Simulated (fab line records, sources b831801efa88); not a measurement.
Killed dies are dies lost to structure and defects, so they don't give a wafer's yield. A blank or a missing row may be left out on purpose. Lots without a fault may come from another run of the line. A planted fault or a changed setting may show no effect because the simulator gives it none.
fab line records | flow sky130
record lots=6 wafers=18 last_day=50
route steps=708 shown VIA1@461 PAD_OPEN@708
lots that met no fault: from a run of the same line without faults
start_h: hours from the record's first day to the start of the lot's first wafer shown | wait_h: hours since the lot's step before | " the same as in the row above | L1.1+2: a row that stands for several wafers | - no value, or no start given | * or withheld: withheld | < > ~ a bound
route shown NAME@n: a module of which the file shows steps, and the number in the route of the first | usual: mean/standard deviation of fault-free wafers | same: alike in all rows | chamber/n: place in a boat | sites: the reading at each site | _std_site: their standard deviation | _edge_site: outer sites' mean less inner sites' | radius_mm: how far each site lies from the wafer's centre | mask NAME#n: copy n | behind: the tool/chamber that last shaped the wafer | hold: why the lot was held/for how many hours/how that ended | device: the transistor (n, p or np) that didn't switch | end of line: the same wafers' tests at the end of the route | a step without rows: its recipe alone | killed: dies lost to structure and defects at the first sort, not the wafer's yield | map: a wafer's dies, x killed, . not, _ none there
set.NAME: the setting as run; set.NAME@STEP: as run at that earlier step | model.NAME: the simulator's own value behind a step, which no gauge read
lots at some steps of the route; a table a step, a row a wafer
services: from which hour (start_h, from the record's first day; less than 0 if before it) a tool's chamber was out of use, for how many hours, and why
## steps
# step SKY_VIA1_BOW_MEAS_03
# recipe mode=bow
# usual VIA1_BOW=81/6.9
# columns lot.wafer tool chamber start_h wait_h VIA1_BOW[um]
L768.1 film_metro-01 - 775.58 0.2 74
L768.5 " - " " 73
L768.6 " - " " 76
L781.1 film_metro-01 - 872.07 0.2 92
L781.2 " - " " 76
L781.4 " - " " 75
L783.1 film_metro-01 - 893.09 0.2 90
L783.3 " - " " 78
L783.4 " - " " 83
L784.2 film_metro-01 - 893.76 0.3 74
L784.3 " - " " 74
L784.6 " - " " 89
L788.3 film_metro-03 - 925.81 0.1 72
L788.4 " - " " 79
L788.5 " - " " 81
L790.1 film_metro-04 - 943.37 0.1 81
L790.4 " - " " 86
L790.6 " - " " 87
# step SKY_VIA1_DEHYDRATE_04
# recipe temp_c=200 time_s=60
# step SKY_VIA1_HMDS_05
# recipe prime_time_s=60 prime_temp_c=120
# step SKY_VIA1_COAT_06
# recipe resist=BARC temp_c=withheld time_s=withheld spin_rpm=3000 resist_thk_nm=60
# step SKY_VIA1_COAT_07
# recipe resist=KrF-thick spin_rpm=3000 resist_thk_nm=450
# step SKY_VIA1_SOFTBAKE_08
# recipe temp_c=100 time_s=90 resist=KrF-thick
# step SKY_VIA1_EXPOSE_09
# recipe mask_id=VIM na=0.8 source_shape=annular sigma_inner=0.55 sigma_outer=0.85 target_cd_nm=150 dose_mj=38
# step SKY_VIA1_PEB_10
# recipe peb_temp_c=withheld peb_time_s=withheld resist=KrF-thick
# step SKY_VIA1_DEVELOP_11
# recipe develop_time_s=60 resist=KrF-thick dev_temp_c=21
# step SKY_VIA1_CD_MEAS_12
# recipe target_cd_nm=150
# usual cd_nm=150.3/1.4
# columns lot.wafer tool chamber start_h wait_h cd_nm
L768.1 cd_sem-01 - 801.86 - 151.2
L768.5 " - " " 151.9
L768.6 " - " " 149.7
L781.1 cd_sem-01 - 897.53 - 149.0
L781.2 " - " " 148.6
L781.4 " - " " 147.3
L783.1 cd_sem-01 - 918.13 - 150.5
L783.3 " - " " 150.3
L783.4 " - " " 148.1
L784.2 cd_sem-01 - 918.73 - 151.8
L784.3 " - " " 150.9
L784.6 " - " " 153.7
L788.3 cd_sem-02 - 949.97 - 150.8
L788.4 " - " " 154.2
L788.5 " - " " 150.2
L790.1 cd_sem-02 - 966.98 - 150.6
L790.4 " - " " 152.5
L790.6 " - " " 151.9
# step SKY_VIA1_OVL_MEAS_13
# usual VIA1_OVL=2/5.5
# columns lot.wafer tool chamber start_h wait_h VIA1_OVL[nm]
L768.1 overlay-02 - 801.98 0.1 -1
L768.5 " - " " -4
L768.6 " - " " -12
L781.1 overlay-02 - 897.65 0.1 8
L781.2 " - " " 1
L781.4 " - " " 6
L783.1 overlay-02 - 918.25 0.1 -5
L783.3 " - " " -11
L783.4 " - " " -8
L784.2 overlay-01 - 918.84 0.1 12
L784.3 " - " " 6
L784.6 " - " " 6
L788.3 overlay-02 - 950.06 0.1 6
L788.4 " - " " 10
L788.5 " - " " 5
L790.1 overlay-02 - 967.10 0.1 0
L790.4 " - " " -2
L790.6 " - " " -1
# step SKY_VIA1_ETCH_14
# recipe chemistry=N2/H2 target=BARC ion_energy_ev=200 source_w=500 bias_w=100 pressure_mtorr=30 n2_flow_sccm=100 h2_flow_sccm=200 stop_on=SiO2 time_s=45.9 target_depth_a=600
# usual bias_w=99.93/0.29 chamber_pressure_mTorr=29.999/0.027 drypump_motor_current_A=5.6/0.43 oes_product_au=0.854/0.0048 throttle_valve_pct=13.226/0.008
# columns lot.wafer tool chamber start_h wait_h bias_w chamber_pressure_mTorr drypump_motor_current_A oes_product_au rf_hours_counter_h throttle_valve_pct
L768.1 rie_diel-02 3 802.02 0.0 99.91 30.001 5.7 0.853 4 13.232
L768.5 " 0 " " 99.91 30.020 5.7 0.851 - 13.222
L768.6 " 1 " " 100.06 30.027 5.5 0.853 - 13.217
L781.1 rie_diel-02 1 897.68 0.0 99.89 30.009 5.5 0.857 11 13.227
L781.2 " 0 " " 100.56 29.957 5.7 0.862 5 13.230
L781.4 " 3 " " 100.35 29.987 5.7 0.855 6 13.212
L783.1 rie_diel-02 3 918.28 0.0 100.21 30.015 5.8 0.851 6 13.210
L783.3 " 0 " " 100.14 29.963 5.7 0.850 5 13.222
L783.4 " 1 " " 99.91 29.956 5.5 0.856 11 13.222
L784.2 rie_diel-04 2 918.87 0.0 99.98 30.038 5.2 0.850 23 13.245
L784.3 " 1 " " 100.15 30.011 4.9 0.845 15 13.222
L784.6 " 1 " " 100.49 29.967 4.9 0.847 - 13.225
L788.3 rie_diel-01 2 950.08 0.0 99.99 29.990 5.4 0.858 16 13.221
L788.4 " 0 " " 99.98 29.997 6.2 0.849 - 13.231
L788.5 " 1 " " 99.42 29.982 5.8 0.842 - 13.222
L790.1 rie_diel-04 2 967.14 0.0 100.79 29.979 5.1 0.852 24 13.232
L790.4 " 3 " " 100.02 29.981 5.3 0.853 13 13.218
L790.6 " 0 " " 100.30 29.991 5.9 0.860 - 13.232
# step SKY_VIA1_ETCH_15
# recipe target=SiO2 chemistry=C4F8/O2/Ar target_depth_nm=351 stop_on=TiN mask_material=KrF-thick source_w=1500 bias_w=1200 pressure_mtorr=40 c4f8_flow_sccm=withheld O2_flow_sccm=6 Ar_flow_sccm=300 time_s=54
# usual bias_w=1200/3.7 chamber_pressure_mTorr=40.00/0.032 oes_product_au=0.979/0.0071
# columns lot.wafer tool chamber start_h wait_h bias_w chamber_pressure_mTorr oes_product_au rf_hours_counter_h model.KrF-thick_of_VIA1_COAT_07.thk_nm
L768.1 rie_diel-02 3 802.06 0.0 1199 39.98 0.967 4 322.6
L768.5 " 0 " " 1196 40.02 0.989 - 317.7
L768.6 " 1 " " 1201 40.01 0.984 - 324.1
L781.1 rie_diel-02 1 897.72 0.0 1195 40.04 0.978 11 325.3
L781.2 " 0 " " 1193 39.93 0.979 5 319.5
L781.4 " 3 " " 1199 40.01 0.982 6 324.8
L783.1 rie_diel-02 3 918.32 0.0 - - - - 393.1
L783.3 " 0 " " - - - - 390.5
L783.4 " 1 " " - - - - 393.2
L784.2 rie_diel-04 2 918.91 0.0 - - - - 394.4
L784.3 " 1 " " - - - - 393.3
L784.6 " 1 " " - - - - 393.3
L788.3 rie_diel-01 2 950.12 0.0 1198 39.96 0.973 16 323.2
L788.4 " 0 " " 1203 39.99 0.970 - 325.8
L788.5 " 1 " " 1199 39.95 0.970 - 326.2
L790.1 rie_diel-04 2 967.18 0.0 1200 40.01 0.986 24 326.2
L790.4 " 3 " " 1199 40.02 0.982 13 325.6
L790.6 " 0 " " 1205 39.97 0.975 - 330.4
# step SKY_VIA1_STRIP_16
# recipe chemistry=O2/N2 power_w=1400 pressure_mtorr=1500 platen_temp_c=withheld o2_flow_sccm=3000 n2_flow_sccm=300 overash_fraction=0.5
# usual drypump_motor_current_A=5.5/0.8 oes_product_au=0.416/0.0054 strip_time_to_endpoint_s=4.469/0.029
# columns lot.wafer tool chamber start_h wait_h drypump_motor_current_A oes_product_au rf_hours_counter_h strip_time_to_endpoint_s
L768.1 plasma_asher-03 1 802.10 0.0 6.7 0.414 6 4.468
L768.5 " 1 " " 6.7 0.406 - 4.405
L768.6 " 0 " " 6.5 0.417 - 4.470
L781.1 plasma_asher-03 0 897.77 0.0 6.5 0.420 15 4.499
L781.2 " 1 " " 6.7 0.408 15 4.425
L781.4 " 0 " " 6.5 0.425 - 4.472
L783.1 plasma_asher-03 1 918.37 0.0 6.7 0.445 18 5.186
L783.3 " 1 " " 6.7 0.443 - 5.189
L783.4 " 0 " " 6.5 0.448 - 5.206
L784.2 plasma_asher-02 1 918.96 0.0 5.0 0.450 106 5.220
L784.3 " 0 " " 4.8 0.449 - 5.210
L784.6 " 1 " " 5.0 0.444 - 5.201
L788.3 plasma_asher-02 0 950.20 0.1 4.8 0.430 - 4.457
L788.4 " 1 " " 5.1 0.415 - 4.514
L788.5 " 1 " " 5.1 0.418 - 4.495
L790.1 plasma_asher-02 1 967.23 0.0 5.1 0.425 111 4.492
L790.4 " 0 " " 4.8 0.414 - 4.472
L790.6 " 1 " " 5.1 0.413 - 4.531
# step SKY_VIA1_STRIP_17
# recipe chemistry=post_etch_residue_remover time_s=1200 temp_c=72.5
# step SKY_PAD_OPEN_PROBE_99
# usual defect_limited_yield=82.9/2.2 killed_at_M0_to_M3=42/7 killed_at_M4_up=2.8/1.8 killed_at_contacts=24/5.8 killed_at_front_end=15/4.8 killed_at_other=0.3/0.56 killed_dies=84/11 killed_on_rim=17/4.2 killed_open=46/7.8 killed_short=38/6.3 sort_bin_3_pad_short=0.8/0.43 sort_bin_5_function=10.2/1.6 sort_bin_6_memory=6.0/1.1 sort_n_pass=408/11 sort_yield_pct=82.9/2.2
# same gross_dies=492 killed_at_back_side=0 sort_bin_4_leakage[%]=0 sort_bin_8_speed[%]=0
# columns lot.wafer tool chamber start_h wait_h hold defect_limited_yield[%] killed_at_M0_to_M3 killed_at_M4_up killed_at_contacts killed_at_front_end killed_at_other killed_dies killed_on_rim killed_open killed_short sort_bin_3_pad_short[%] sort_bin_5_function[%] sort_bin_6_memory[%] sort_n_pass sort_yield_pct[%]
L768.1 prober-02 - 1084.14 0.1 - 83.1 41 1 27 14 0 83 24 44 39 0.2 11.2 5.5 409 83.1
L768.5 prober-02 - 1084.34 0.2 - 86.8 32 4 11 17 1 65 13 26 39 1.2 6.9 5.1 427 86.8
L768.6 prober-02 - 1084.39 0.2 - 87.0 29 2 20 12 1 64 8 36 28 0.4 8.9 3.7 428 87.0
L781.1 prober-01 - 1157.61 0.1 - 79.9 53 4 26 16 0 99 22 58 40 0.6 12.2 7.3 393 79.9
L781.2 prober-01 - 1157.66 0.1 - 80.9 41 4 25 24 0 94 20 50 41 0.6 11.2 7.3 398 80.9
L781.4 prober-01 - 1157.76 0.2 - 79.1 49 5 32 17 0 103 21 54 49 0.6 11.8 8.5 389 79.1
L783.1 prober-01 - 1170.59 0.1 await_dispo/4.9h/scrap 0 450 6 25 11 0 492 96 55 40 0.8 91.7 7.5 0 0
L783.3 prober-01 - 1170.69 0.2 await_dispo/4.9h/scrap 0 445 1 35 11 0 492 96 49 36 1.2 91.9 6.9 0 0
L783.4 prober-01 - 1170.74 0.2 await_dispo/4.9h/scrap 0 455 4 20 13 0 492 96 34 41 1.8 91.5 6.7 0 0
L784.2 prober-02 - 1170.99 0.1 await_dispo/2.6h/scrap 0 441 0 25 26 0 492 96 58 38 1.4 93.1 5.5 0 0
L784.3 prober-02 - 1171.04 0.2 await_dispo/2.6h/scrap 0 446 5 25 16 0 492 96 53 40 1.0 91.1 7.9 0 0
L784.6 prober-02 - 1171.19 0.2 await_dispo/2.6h/scrap 0 458 3 13 18 0 492 96 37 31 0.8 94.7 4.5 0 0
L788.3 prober-02 - 1192.26 0.2 - 84.8 54 0 9 12 0 75 17 36 39 0.6 8.3 6.3 417 84.8
L788.4 prober-02 - 1192.31 0.2 - 76.6 54 4 35 21 1 115 27 52 62 2.2 14.8 6.3 377 76.6
L788.5 prober-02 - 1192.36 0.2 - 81.5 50 0 33 8 0 91 14 50 40 0.6 11.8 6.1 401 81.5
L790.1 prober-02 - 1203.40 0.1 - 83.3 33 4 35 10 0 82 15 42 40 0.6 10.0 6.1 410 83.3
L790.4 prober-02 - 1203.55 0.2 - 88.6 29 0 21 6 0 56 12 33 23 0.4 6.5 4.5 436 88.6
L790.6 prober-02 - 1203.65 0.2 - 85.2 38 5 24 6 0 73 18 34 39 0.8 8.7 5.3 419 85.2
# killed by level:class
L768.1 CONTACT:geometric_particle:open=11 METAL2:geometric_particle:short=10 VIA1:geometric_particle:open=8 LOCAL_INTERCONNECT:geometric_particle:short=6 VIA2:geometric_particle:open=6 LI_CONTACT:geometric_particle:open=4 CONTACT:geometric_particle:short=4 METAL3:geometric_particle:short=4
L768.5 METAL2:geometric_particle:short=6 VIA2:geometric_particle:open=6 FIELD_ISO:geometric_particle:short=5 METAL1:geometric_particle:short=4 FIELD_ISO:geometric_particle:open=3 POLY_GATE:geometric_particle:short=3 LI_CONTACT:geometric_particle:open=3 CONTACT:geometric_particle:open=3
L768.6 CONTACT:geometric_particle:open=6 VIA2:geometric_particle:open=6 VIA1:geometric_particle:open=6 CONTACT:geometric_particle:short=5 POLY_GATE:geometric_particle:open=3 LI_CONTACT:geometric_particle:open=3 VIA2:geometric_particle:short=3 LOCAL_INTERCONNECT:geometric_particle:short=3
L781.1 VIA1:geometric_particle:open=16 VIA3:geometric_particle:open=11 CONTACT:geometric_particle:open=9 LI_CONTACT:geometric_particle:open=8 VIA1:geometric_particle:short=8 FIELD_ISO:geometric_particle:short=7 VIA2:geometric_particle:short=5 CONTACT:geometric_particle:short=4
L781.2 CONTACT:geometric_particle:open=10 VIA1:geometric_particle:open=10 VIA2:geometric_particle:open=7 VIA3:geometric_particle:open=7 FIELD_ISO:geometric_particle:short=5 LI_CONTACT:geometric_particle:short=5 VIA3:geometric_particle:short=5 FIELD_ISO:geometric_particle:open=4
L781.4 CONTACT:geometric_particle:open=13 VIA1:geometric_particle:open=12 VIA1:geometric_particle:short=8 LI_CONTACT:geometric_particle:open=8 VIA2:geometric_particle:open=8 CONTACT:geometric_particle:short=6 FIELD_ISO:geometric_particle:short=5 METAL2:geometric_particle:short=5
L783.1 VIA1:area_etch=397 VIA1:geometric_particle:open=16 CONTACT:geometric_particle:open=8 LOCAL_INTERCONNECT:geometric_particle:short=7 METAL2:geometric_particle:short=7 VIA3:geometric_particle:open=7 VIA1:geometric_particle:short=6 LI_CONTACT:geometric_particle:open=5
L783.3 VIA1:area_etch=406 CONTACT:geometric_particle:open=16 METAL2:geometric_particle:short=11 LI_CONTACT:geometric_particle:open=8 POLY_GATE:geometric_particle:open=5 VIA1:geometric_particle:open=5 VIA3:geometric_particle:open=5 LOCAL_INTERCONNECT:geometric_particle:short=4
L783.4 VIA1:area_etch=417 FIELD_ISO:geometric_particle:short=8 VIA1:geometric_particle:open=7 LI_CONTACT:geometric_particle:open=6 VIA2:geometric_particle:open=5 CONTACT:geometric_particle:short=5 METAL2:geometric_particle:short=5 CONTACT:geometric_particle:open=4
L784.2 VIA1:area_etch=396 VIA1:geometric_particle:open=10 CONTACT:geometric_particle:open=10 POLY_GATE:geometric_particle:open=8 LI_CONTACT:geometric_particle:open=7 METAL2:geometric_particle:short=7 FIELD_ISO:geometric_particle:open=6 CONTACT:geometric_particle:short=6
L784.3 VIA1:area_etch=399 VIA2:geometric_particle:open=19 CONTACT:geometric_particle:open=8 CONTACT:geometric_particle:short=6 POLY_GATE:geometric_particle:open=5 VIA1:geometric_particle:open=5 METAL4:geometric_particle:short=5 LI_CONTACT:geometric_particle:open=4
L784.6 VIA1:area_etch=424 VIA3:geometric_particle:open=9 CONTACT:geometric_particle:open=8 FIELD_ISO:geometric_particle:short=5 METAL1:geometric_particle:short=5 VIA1:geometric_particle:open=5 VIA2:geometric_particle:open=4 METAL2:geometric_particle:short=4
L788.3 VIA2:geometric_particle:open=9 VIA1:geometric_particle:open=9 METAL2:geometric_particle:short=9 METAL1:geometric_particle:short=7 VIA3:geometric_particle:open=5 FIELD_ISO:geometric_particle:short=4 POLY_GATE:geometric_particle:short=4 CONTACT:geometric_particle:open=4
L788.4 CONTACT:geometric_particle:open=12 METAL1:geometric_particle:short=12 METAL2:geometric_particle:short=10 LI_CONTACT:geometric_particle:open=8 VIA1:geometric_particle:open=7 VIA3:geometric_particle:open=6 FIELD_ISO:geometric_particle:short=5 POLY_GATE:geometric_particle:short=5
L788.5 CONTACT:geometric_particle:open=13 VIA1:geometric_particle:open=12 METAL2:geometric_particle:short=12 LI_CONTACT:geometric_particle:open=8 VIA2:geometric_particle:open=6 VIA3:geometric_particle:short=5 LI_CONTACT:geometric_particle:short=5 CONTACT:geometric_particle:short=4
L790.1 CONTACT:geometric_particle:open=11 LI_CONTACT:geometric_particle:open=9 VIA1:geometric_particle:open=7 VIA2:geometric_particle:open=6 METAL2:geometric_particle:short=6 LI_CONTACT:geometric_particle:short=5 CONTACT:geometric_particle:short=5 LOCAL_INTERCONNECT:geometric_particle:short=4
L790.4 LI_CONTACT:geometric_particle:open=8 VIA3:geometric_particle:open=5 CONTACT:geometric_particle:open=5 VIA2:geometric_particle:open=4 FIELD_ISO:geometric_particle:open=3 METAL2:geometric_particle:open=3 LOCAL_INTERCONNECT:geometric_particle:short=3 VIA1:geometric_particle:short=3
L790.6 CONTACT:geometric_particle:open=9 LI_CONTACT:geometric_particle:open=6 METAL2:geometric_particle:short=6 LI_CONTACT:geometric_particle:short=5 VIA2:geometric_particle:open=5 VIA1:geometric_particle:short=5 VIA1:geometric_particle:open=4 METAL1:geometric_particle:short=4
# map L783.1 (x killed, . not)
__________xxxxxxxxxx_________
________xxxxxxxxxxxxxx_______
______xxxxxxxxxxxxxxxxxx_____
_____xxxxxxxxxxxxxxxxxxxx____
____xxxxxxxxxxxxxxxxxxxxxx___
___xxxxxxxxxxxxxxxxxxxxxxxx__
__xxxxxxxxxxxxxxxxxxxxxxxxxx_
_xxxxxxxxxxxxxxxxxxxxxxxxxxxx
_xxxxxxxxxxxxxxxxxxxxxxxxxxxx
_xxxxxxxxxxxxxxxxxxxxxxxxxxxx
_xxxxxxxxxxxxxxxxxxxxxxxxxxxx
_xxxxxxxxxxxxxxxxxxxxxxxxxxxx
_xxxxxxxxxxxxxxxxxxxxxxxxxxxx
_xxxxxxxxxxxxxxxxxxxxxxxxxxxx
_xxxxxxxxxxxxxxxxxxxxxxxxxxxx
__xxxxxxxxxxxxxxxxxxxxxxxxxx_
___xxxxxxxxxxxxxxxxxxxxxxxx__
____xxxxxxxxxxxxxxxxxxxxxx___
_____xxxxxxxxxxxxxxxxxxxx____
______xxxxxxxxxxxxxxxxxx_____
________xxxxxxxxxxxxxx_______
__________xxxxxxxxxx_________
# map L784.2 (x killed, . not)
__________xxxxxxxxxx_________
________xxxxxxxxxxxxxx_______
______xxxxxxxxxxxxxxxxxx_____
_____xxxxxxxxxxxxxxxxxxxx____
____xxxxxxxxxxxxxxxxxxxxxx___
___xxxxxxxxxxxxxxxxxxxxxxxx__
__xxxxxxxxxxxxxxxxxxxxxxxxxx_
_xxxxxxxxxxxxxxxxxxxxxxxxxxxx
_xxxxxxxxxxxxxxxxxxxxxxxxxxxx
_xxxxxxxxxxxxxxxxxxxxxxxxxxxx
_xxxxxxxxxxxxxxxxxxxxxxxxxxxx
_xxxxxxxxxxxxxxxxxxxxxxxxxxxx
_xxxxxxxxxxxxxxxxxxxxxxxxxxxx
_xxxxxxxxxxxxxxxxxxxxxxxxxxxx
_xxxxxxxxxxxxxxxxxxxxxxxxxxxx
__xxxxxxxxxxxxxxxxxxxxxxxxxx_
___xxxxxxxxxxxxxxxxxxxxxxxx__
____xxxxxxxxxxxxxxxxxxxxxx___
_____xxxxxxxxxxxxxxxxxxxx____
______xxxxxxxxxxxxxxxxxx_____
________xxxxxxxxxxxxxx_______
__________xxxxxxxxxx_________
## services
# columns tool chamber start_h hours kind
rie_diel-02 2 785.14 - clean
rie_diel-02 2 785.14 14.8 scheduled_down
rie_diel-02 2 785.14 14.8 vent_cycle
plasma_asher-02 - 788.47 6.8 repair
rie_diel-01 - 803.53 0.2 repair
plasma_asher-02 - 805.37 1.3 repair
plasma_asher-03 - 806.11 4.6 repair
rie_diel-02 3 806.26 4.5 repair
rie_diel-04 - 807.03 14.6 pm
rie_diel-04 0 835.25 19.0 repair
rie_diel-02 0 839.65 5.1 repair
rie_diel-04 0 864.52 - clean
rie_diel-04 0 864.52 20.0 scheduled_down
rie_diel-04 0 864.52 20.0 vent_cycle
plasma_asher-02 - 880.67 14.6 pm
plasma_asher-02 - 897.25 16.6 repair
rie_diel-01 2 899.05 6.9 repair
rie_diel-01 1 906.12 6.2 repair
rie_diel-02 2 930.38 1.9 repair
rie_diel-01 3 948.25 13.8 repair
rie_diel-04 - 956.11 2.8 pm
rie_diel-02 1 965.91 11.0 repair
## key
first_sign step=SKY_VIA1_ETCH_15 reading=tool_record direction=missing
effect step=SKY_VIA1_STRIP_16 reading=strip_time_to_endpoint_s direction=up sigmas=25 usual=* struck=*
effect step=SKY_PAD_OPEN_PROBE_99 reading=killed_at_M0_to_M3 direction=up sigmas=59 usual=42 struck=449
model_effect step=SKY_VIA1_ETCH_15 value=KrF-thick_of_VIA1_COAT_07.thk_nm without=322.5 struck=393
more_kills_born_at SKY_VIA1_ETCH_15@rie_diel-02=1220 SKY_VIA1_ETCH_15@rie_diel-04=1219
met_at SKY_VIA1_ETCH_15
struck_wafers L783.1,L783.3,L783.4,L784.2,L784.3,L784.6
later_rows_left_out L783.1,L783.3,L783.4,L784.2,L784.3,L784.6
onset_between 897.72 918.32
fault kind=skipped_step_whole tool=rie_diel-02,rie_diel-04 chamber=- onset_h=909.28 steps=SKY_VIA1_ETCH_15 scope=struck_lots_only
# later_rows_left_out: the simulator's readings of these wafers behind a module that went badly wrong aren't trusted and aren't shown, but for the sort
